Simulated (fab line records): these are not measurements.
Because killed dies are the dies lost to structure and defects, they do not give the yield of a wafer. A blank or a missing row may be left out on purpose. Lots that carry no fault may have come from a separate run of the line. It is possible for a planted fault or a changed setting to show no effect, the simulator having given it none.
The tool behind it: which one? || flow sfqLine || Sampling: 13 lots, 39 wafers, 6 of 325 route steps

## WHAT THE GAUGES SHOWED, per wafer
SFQ_R5_THK_MEAS_934: measures by xrf.
{"lot": "L877", "measured": "day 51 07:46", "on": "filmMetro-03", "R5_MONX_THK (nm)": "40.5 40.6 41.3"}
{"lot": "L878", "measured": "day 51 09:36", "on": "filmMetro-03", "R5_MONX_THK (nm)": "40.1 40.1 40.2"}
{"lot": "L879", "measured": "day 51 16:32", "on": "filmMetro-02", "R5_MONX_THK (nm)": "40.1 40.7 40.5"}
{"lot": "L880", "measured": "day 52 04:19", "on": "filmMetro-03", "R5_MONX_THK (nm)": "40.5 39.6 40.2"}
{"lot": "L881", "measured": "day 52 13:58", "on": "filmMetro-02", "R5_MONX_THK (nm)": "39.8 40.1 39.7"}
{"lot": "L882", "measured": "day 52 17:34", "on": "filmMetro-02", "R5_MONX_THK (nm)": "40.0 40.5 40.5"}
{"lot": "L885", "measured": "day 54 07:09", "on": "filmMetro-04", "R5_MONX_THK (nm)": "40.5 40.2 40.0"}
{"lot": "L886", "measured": "day 55 05:07", "on": "filmMetro-03", "R5_MONX_THK (nm)": "41.3 41.2 41.5"}
{"lot": "L895", "measured": "day 58 16:27", "on": "filmMetro-02", "R5_MONX_THK (nm)": "41.0 40.6 40.8"}
{"lot": "L897", "measured": "day 61 06:41", "on": "filmMetro-03", "R5_MONX_THK (nm)": "40.0 40.1 40.2"}
{"lot": "L898", "measured": "day 64 15:09", "on": "filmMetro-04", "R5_MONX_THK (nm)": "40.0 39.8 40.0"}
{"lot": "L899", "measured": "day 65 06:09", "on": "filmMetro-03", "R5_MONX_THK (nm)": "39.7 39.6 39.5"}
{"lot": "L900", "measured": "day 65 10:53", "on": "filmMetro-03", "R5_MONX_THK (nm)": "40.2 40.4 40.3"}

SFQ_M8_OVL_MEAS_948.
{"lot": "L877", "measured": "day 84 15:30", "on": "overlay-02", "M8_OVL (nm)": "7 -3 0"}
{"lot": "L878", "measured": "day 87 00:35", "on": "overlay-01", "M8_OVL (nm)": "7 3 4"}
{"lot": "L879", "measured": "day 87 02:59", "on": "overlay-01", "M8_OVL (nm)": "12 12 7"}
{"lot": "L880", "measured": "day 87 04:11", "on": "overlay-01", "M8_OVL (nm)": "-5 0 1"}
{"lot": "L881", "measured": "day 87 05:23", "on": "overlay-01", "M8_OVL (nm)": "-5 -4 -2"}
{"lot": "L882", "measured": "day 87 06:35", "on": "overlay-01", "M8_OVL (nm)": "1 3 10"}
{"lot": "L885", "measured": "day 87 15:37", "on": "overlay-01", "M8_OVL (nm)": "-3 0 2"}
{"lot": "L886", "measured": "day 88 03:50", "on": "overlay-01", "M8_OVL (nm)": "12 14 17"}
{"lot": "L895", "measured": "day 90 18:05", "on": "overlay-02", "M8_OVL (nm)": "13 9 17"}
{"lot": "L897", "measured": "day 91 00:05", "on": "overlay-01", "M8_OVL (nm)": "11 6 7"}
{"lot": "L898", "measured": "day 91 04:54", "on": "overlay-02", "M8_OVL (nm)": "0 1 -5"}
{"lot": "L899", "measured": "day 91 14:29", "on": "overlay-02", "M8_OVL (nm)": "7 6 2"}
{"lot": "L900", "measured": "day 91 18:05", "on": "overlay-02", "M8_OVL (nm)": "12 7 12"}

SFQ_M8_THK_MEAS_950: measures by xrf.
{"lot": "L877", "measured": "day 84 16:25", "on": "filmMetro-03", "M8_AU_THK (nm)": "177.9 177.9 178.5"}
{"lot": "L878", "measured": "day 87 01:29", "on": "filmMetro-02", "M8_AU_THK (nm)": "182.2 178.8 179.8"}
{"lot": "L879", "measured": "day 87 03:53", "on": "filmMetro-03", "M8_AU_THK (nm)": "177.7 176.5 178.6"}
{"lot": "L880", "measured": "day 87 05:05", "on": "filmMetro-01", "M8_AU_THK (nm)": "179.9 177.1 177.9"}
{"lot": "L881", "measured": "day 87 06:17", "on": "filmMetro-02", "M8_AU_THK (nm)": "178.1 177.1 178.2"}
{"lot": "L882", "measured": "day 87 07:29", "on": "filmMetro-02", "M8_AU_THK (nm)": "183.8 182.2 181.3"}
{"lot": "L885", "measured": "day 87 16:32", "on": "filmMetro-02", "M8_AU_THK (nm)": "182.6 182.4 180.7"}
{"lot": "L886", "measured": "day 88 04:44", "on": "filmMetro-02", "M8_AU_THK (nm)": "181.3 181.6 181.9"}
{"lot": "L895", "measured": "day 90 19:00", "on": "filmMetro-01", "M8_AU_THK (nm)": "178.4 177.9 178.1"}
{"lot": "L897", "measured": "day 91 00:59", "on": "filmMetro-01", "M8_AU_THK (nm)": "179.4 177.4 179.8"}
{"lot": "L898", "measured": "day 91 05:48", "on": "filmMetro-03", "M8_AU_THK (nm)": "178.1 176.9 177.0"}
{"lot": "L899", "measured": "day 91 15:23", "on": "filmMetro-03", "M8_AU_THK (nm)": "181.5 182.9 181.9"}
{"lot": "L900", "measured": "day 91 18:59", "on": "filmMetro-01", "M8_AU_THK (nm)": "180.0 180.0 180.2"}

## EACH LOT AND THE TOOL THAT RAN IT (in order: tool; ch and the chambers of the sampled wafers; start)
{"lot": "L877", "SFQ_TRILAYER_I7_CMP_CMP_184": "cmp-01 ch 1,2,3, day 80 08:16", "SFQ_TRILAYER_I7_METRO_MEASURE_185": "filmMetro-04, day 80 11:47", "SFQ_TRILAYER_I7_VIA_ETCH_VIA_ETCH_190": "rieDiel-03 ch 0,2,3, day 80 14:55"}
{"lot": "L878", "SFQ_TRILAYER_I7_CMP_CMP_184": "cmp-01 ch 0,1,3, day 80 12:16", "SFQ_TRILAYER_I7_METRO_MEASURE_185": "filmMetro-03, day 80 14:35", "SFQ_TRILAYER_I7_VIA_ETCH_VIA_ETCH_190": "rieDiel-01 ch 0,3, day 80 17:55"}
{"lot": "L879", "SFQ_TRILAYER_I7_CMP_CMP_184": "cmp-01 ch 0,1,2, day 80 17:16", "SFQ_TRILAYER_I7_METRO_MEASURE_185": "filmMetro-04, day 80 20:23", "SFQ_TRILAYER_I7_VIA_ETCH_VIA_ETCH_190": "rieDiel-01 ch 1,2,3, day 85 01:07"}
{"lot": "L880", "SFQ_TRILAYER_I7_CMP_CMP_184": "cmp-01 ch 0,2,3, day 81 07:00", "SFQ_TRILAYER_I7_METRO_MEASURE_185": "filmMetro-02, day 81 08:49", "SFQ_TRILAYER_I7_VIA_ETCH_VIA_ETCH_190": "rieDiel-03 ch 0,1,2, day 85 18:48"}
{"lot": "L881", "SFQ_TRILAYER_I7_CMP_CMP_184": "cmp-02 ch 1,2,3, day 81 07:52", "SFQ_TRILAYER_I7_METRO_MEASURE_185": "filmMetro-03, day 81 10:59", "SFQ_TRILAYER_I7_VIA_ETCH_VIA_ETCH_190": "rieDiel-01 ch 0,1,3, day 85 21:12"}
{"lot": "L882", "SFQ_TRILAYER_I7_CMP_CMP_184": "cmp-01 ch 0,1,2, day 81 10:06", "SFQ_TRILAYER_I7_METRO_MEASURE_185": "filmMetro-04, day 81 12:43", "SFQ_TRILAYER_I7_VIA_ETCH_VIA_ETCH_190": "rieDiel-02 ch 1,2,3, day 86 00:48"}
{"lot": "L885", "SFQ_TRILAYER_I7_CMP_CMP_184": "cmp-01 ch 0,1,3, day 83 07:29", "SFQ_TRILAYER_I7_METRO_MEASURE_185": "filmMetro-04, day 83 11:00", "SFQ_TRILAYER_I7_VIA_ETCH_VIA_ETCH_190": "rieDiel-03 ch 1,2,3, day 87 11:28"}
{"lot": "L886", "SFQ_TRILAYER_I7_CMP_CMP_184": "cmp-01 ch 0,2,3, day 83 16:29", "SFQ_TRILAYER_I7_METRO_MEASURE_185": "filmMetro-04, day 83 19:48", "SFQ_TRILAYER_I7_VIA_ETCH_VIA_ETCH_190": "rieDiel-01 ch 1,2,3, day 87 19:52"}
{"lot": "L895", "SFQ_TRILAYER_I7_CMP_CMP_184": "cmp-02 ch 0,1,3, day 86 23:42", "SFQ_TRILAYER_I7_METRO_MEASURE_185": "filmMetro-04, day 87 02:01", "SFQ_TRILAYER_I7_VIA_ETCH_VIA_ETCH_190": "rieDiel-01 ch 1,3, day 90 14:25"}
{"lot": "L897", "SFQ_TRILAYER_I7_CMP_CMP_184": "cmp-02 ch 0,2,3, day 87 06:42", "SFQ_TRILAYER_I7_METRO_MEASURE_185": "filmMetro-04, day 87 08:19", "SFQ_TRILAYER_I7_VIA_ETCH_VIA_ETCH_190": "rieDiel-01 ch 2,3, day 90 20:25"}
{"lot": "L898", "SFQ_TRILAYER_I7_CMP_CMP_184": "cmp-01 ch 1,3, day 87 07:37", "SFQ_TRILAYER_I7_METRO_MEASURE_185": "filmMetro-02, day 87 10:44", "SFQ_TRILAYER_I7_VIA_ETCH_VIA_ETCH_190": "rieDiel-03 ch 0,1,2, day 91 01:13"}
{"lot": "L899", "SFQ_TRILAYER_I7_CMP_CMP_184": "cmp-01 ch 1,2,3, day 87 18:28", "SFQ_TRILAYER_I7_METRO_MEASURE_185": "filmMetro-03, day 87 21:35", "SFQ_TRILAYER_I7_VIA_ETCH_VIA_ETCH_190": "rieDiel-02 ch 0,1,3, day 91 10:49"}
{"lot": "L900", "SFQ_TRILAYER_I7_CMP_CMP_184": "cmp-01 ch 0,2, day 88 02:10", "SFQ_TRILAYER_I7_METRO_MEASURE_185": "filmMetro-04, day 88 04:47", "SFQ_TRILAYER_I7_VIA_ETCH_VIA_ETCH_190": "rieDiel-01 ch 1,2,3, day 91 14:25"}
- SFQ_TRILAYER_I7_CMP_CMP_184: polishes SiO2.
- SFQ_TRILAYER_I7_METRO_MEASURE_185
- SFQ_TRILAYER_I7_VIA_ETCH_VIA_ETCH_190: etches SiO2 in CHF3, stops on Nb, target depth 260 nm.

## AS READ BY THE TOOLS THEMSELVES (means over the sampled wafers that have a number; for cases with no such wafer, the mark the record gives instead)
SFQ_TRILAYER_I7_CMP_CMP_184.
{"lot": "L877", "tool": "cmp-01", "motorCurrentA (A)": 10.2, "timeToEndpointS (s)": 213}
{"lot": "L878", "tool": "cmp-01", "motorCurrentA (A)": 8.7, "timeToEndpointS (s)": 219}
{"lot": "L879", "tool": "cmp-01", "motorCurrentA (A)": 10.3, "timeToEndpointS (s)": 211}
{"lot": "L880", "tool": "cmp-01", "motorCurrentA (A)": 9.9, "timeToEndpointS (s)": 215}
{"lot": "L881", "tool": "cmp-02", "motorCurrentA (A)": 10.1, "timeToEndpointS (s)": 219}
{"lot": "L882", "tool": "cmp-01", "motorCurrentA (A)": 10.3, "timeToEndpointS (s)": 209}
{"lot": "L885", "tool": "cmp-01", "motorCurrentA (A)": 8.9, "timeToEndpointS (s)": 214}
{"lot": "L886", "tool": "cmp-01", "motorCurrentA (A)": 9.7, "timeToEndpointS (s)": 220}
{"lot": "L895", "tool": "cmp-02", "motorCurrentA (A)": 10.2, "timeToEndpointS (s)": 227}
{"lot": "L897", "tool": "cmp-02", "motorCurrentA (A)": 10.0, "timeToEndpointS (s)": 220}
{"lot": "L898", "tool": "cmp-01", "motorCurrentA (A)": 9.2, "timeToEndpointS (s)": 210}
{"lot": "L899", "tool": "cmp-01", "motorCurrentA (A)": 10.0, "timeToEndpointS (s)": 220}
{"lot": "L900", "tool": "cmp-01", "motorCurrentA (A)": 10.7, "timeToEndpointS (s)": 217}

SFQ_TRILAYER_I7_METRO_MEASURE_185.
{"lot": "L877", "tool": "filmMetro-04", "thkNm (nm)": 200.5}
{"lot": "L878", "tool": "filmMetro-03", "thkNm (nm)": 200.7}
{"lot": "L879", "tool": "filmMetro-04", "thkNm (nm)": 199.1}
{"lot": "L880", "tool": "filmMetro-02", "thkNm (nm)": 199.9}
{"lot": "L881", "tool": "filmMetro-03", "thkNm (nm)": 199.8}
{"lot": "L882", "tool": "filmMetro-04", "thkNm (nm)": 199.4}
{"lot": "L885", "tool": "filmMetro-04", "thkNm (nm)": 199.7}
{"lot": "L886", "tool": "filmMetro-04", "thkNm (nm)": 194.4}
{"lot": "L895", "tool": "filmMetro-04", "thkNm (nm)": 199.6}
{"lot": "L897", "tool": "filmMetro-04", "thkNm (nm)": 200.9}
{"lot": "L898", "tool": "filmMetro-02", "thkNm (nm)": 199.2}
{"lot": "L899", "tool": "filmMetro-03", "thkNm (nm)": 200.5}
{"lot": "L900", "tool": "filmMetro-04", "thkNm (nm)": 200.0}

SFQ_TRILAYER_I7_VIA_ETCH_VIA_ETCH_190.
{"lot": "L877", "tool": "rieDiel-03", "drypumpMotorCurrentA (A)": 5.6, "oesProductAu (a.u.)": 0.855}
{"lot": "L878", "tool": "rieDiel-01", "drypumpMotorCurrentA (A)": 5.7, "oesProductAu (a.u.)": 0.860}
{"lot": "L879", "tool": "rieDiel-01", "drypumpMotorCurrentA (A)": 6.0, "oesProductAu (a.u.)": 0.853}
{"lot": "L880", "tool": "rieDiel-03", "drypumpMotorCurrentA (A)": 5.6, "oesProductAu (a.u.)": 0.855}
{"lot": "L881", "tool": "rieDiel-01", "drypumpMotorCurrentA (A)": 5.7, "oesProductAu (a.u.)": 0.858}
{"lot": "L882", "tool": "rieDiel-02", "drypumpMotorCurrentA (A)": 5.8, "oesProductAu (a.u.)": 0.850}
{"lot": "L885", "tool": "rieDiel-03", "drypumpMotorCurrentA (A)": 5.8, "oesProductAu (a.u.)": 0.856}
{"lot": "L886", "tool": "rieDiel-01", "drypumpMotorCurrentA (A)": 6.0, "oesProductAu (a.u.)": 0.842}
{"lot": "L895", "tool": "rieDiel-01", "drypumpMotorCurrentA (A)": 5.9, "oesProductAu (a.u.)": 0.858}
{"lot": "L897", "tool": "rieDiel-01", "drypumpMotorCurrentA (A)": 6.0, "oesProductAu (a.u.)": 0.856}
{"lot": "L898", "tool": "rieDiel-03", "drypumpMotorCurrentA (A)": 5.6, "oesProductAu (a.u.)": 0.850}
{"lot": "L899", "tool": "rieDiel-02", "drypumpMotorCurrentA (A)": 5.5, "oesProductAu (a.u.)": 0.856}
{"lot": "L900", "tool": "rieDiel-01", "drypumpMotorCurrentA (A)": 6.0, "oesProductAu (a.u.)": 0.855}

## THE ANSWER, worked out from the rows above alone
Rule: usual is defined by the lots themselves. The widest of any qualifying gaps counts: lots, ordered by their means at a reading, are off when they make up no more than a third of the lots, leave a main group of 4 or more, and stand apart from it by 3 or more times the standard deviation of that group's means. Not used: any main group whose means are identical at the precision the tables above print for the reading. A lot without any number at a reading at which 4 lots or more have one is off too. Where the step has rows for the other lots, those lots are counted as sound. First the gauges in route order, then the tools' own readings, where a lot's mean is used as printed above. At the first step where some lot is off, the reading lying furthest off is the one used; lots without a number count as furthest.
Off: L886, at SFQ_TRILAYER_I7_METRO_MEASURE_185 (thkNm). The main group has a mean of 199.9 nm with a standard deviation of 0.57.
If a tool, at that step or one of the process steps before it, ran each lot that is off and ran no sound lot following the first of them, it fits. Not one of the candidates tried fits.

## WHAT HAD BEEN PUT IN BY THE SIMULATOR
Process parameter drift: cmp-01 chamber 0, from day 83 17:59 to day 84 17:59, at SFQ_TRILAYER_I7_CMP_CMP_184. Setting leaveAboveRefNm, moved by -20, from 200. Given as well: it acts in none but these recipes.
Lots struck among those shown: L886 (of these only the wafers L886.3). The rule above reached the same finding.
